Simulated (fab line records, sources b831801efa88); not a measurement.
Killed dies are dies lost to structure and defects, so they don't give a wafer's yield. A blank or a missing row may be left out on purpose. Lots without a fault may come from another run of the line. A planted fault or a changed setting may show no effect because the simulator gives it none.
One fault seen from 2 desks | flow gf180mcu | each desk has only its own numbers; what lay behind them comes last

THE TOOL OWNER'S DESK: litho_track-02
The tool's own readings at GF_V3_PEB_12 (peb time 90 s): means of the sampled wafers that have a number, for each lot that ran on this tool. A lot is out of limits, marked OUT, if its mean lies more than 4 standard deviations from the usual mean; the brackets give that distance.
Columns: A = heater_power_total_W at GF_V3_PEB_12, usual 85.70 W; B = plate_temp_C at GF_V3_PEB_12, usual 134.98 C
lot  | first seen here | A               | B
L518 | day 22 13:44    | 85.67           | 135.03
L528 | day 25 21:02    | 85.71           | 135.16
L529 | day 26 06:07    | 88.68 (+36) OUT | 138.68 (+23) OUT
L532 | day 27 04:41    | 88.70 (+37) OUT | 138.51 (+22) OUT
This desk's finding: out of limits on L529, L532; first on L529, day 26 06:07 (heater_power_total_W at GF_V3_PEB_12). In limits: L518, L528.

THE METROLOGY DESK
What the gauges read, lot by lot, whatever tool the lot ran on: means of the sampled wafers that have a number. A lot is out of limits, marked OUT, if its mean lies more than 4 standard deviations from the usual mean; the brackets give that distance.
Columns: A = V2_W_THK at GF_V2_THK_MEAS_25, usual 358 nm; B = cd_nm at GF_V3_CD_MEAS_14, usual 260.5 nm
lot  | first seen here | A   | B
L518 | day 20 12:30    | 363 | 260.0
L522 | day 21 19:13    | 355 | 261.0
L528 | day 24 00:52    | 363 | 260.4
L529 | day 24 09:39    | 363 | 269.1 (+7.8) OUT
L530 | day 24 17:14    | 357 | 261.8
L532 | day 25 10:07    | 355 | 268.0 (+6.8) OUT
L535 | day 26 06:11    | 358 | 260.5
L536 | day 26 15:31    | 366 | 259.4
L537 | day 26 22:40    | 357 | 260.4
L538 | day 27 01:23    | 359 | 259.6
L539 | day 27 07:34    | 355 | 261.4
L541 | day 28 00:31    | 356 | 260.7
This desk's finding: out of limits on L529, L532; first on L529, day 26 06:27 (cd_nm at GF_V3_CD_MEAS_14). In limits: L518, L522, L528, L530, L535, L536, L537, L538, L539, L541.

PUT TOGETHER
The tool owner's desk could have raised an alarm at day 26 06:07, on L529, L532.
The metrology desk could have raised an alarm at day 26 06:27, on L529, L532.
Of the lots named, all ran GF_V3_PEB_12 on litho_track-02.

WHAT THE SIMULATOR HAD PUT IN
Process parameter drift: litho_track-02, from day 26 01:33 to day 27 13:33, at GF_V3_PEB_12. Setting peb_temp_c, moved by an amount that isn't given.
Lots struck among those shown: L529, L532.
Hours from the fault's start to each desk's first reading out of limits: the tool owner's desk, 5; the metrology desk, 5.
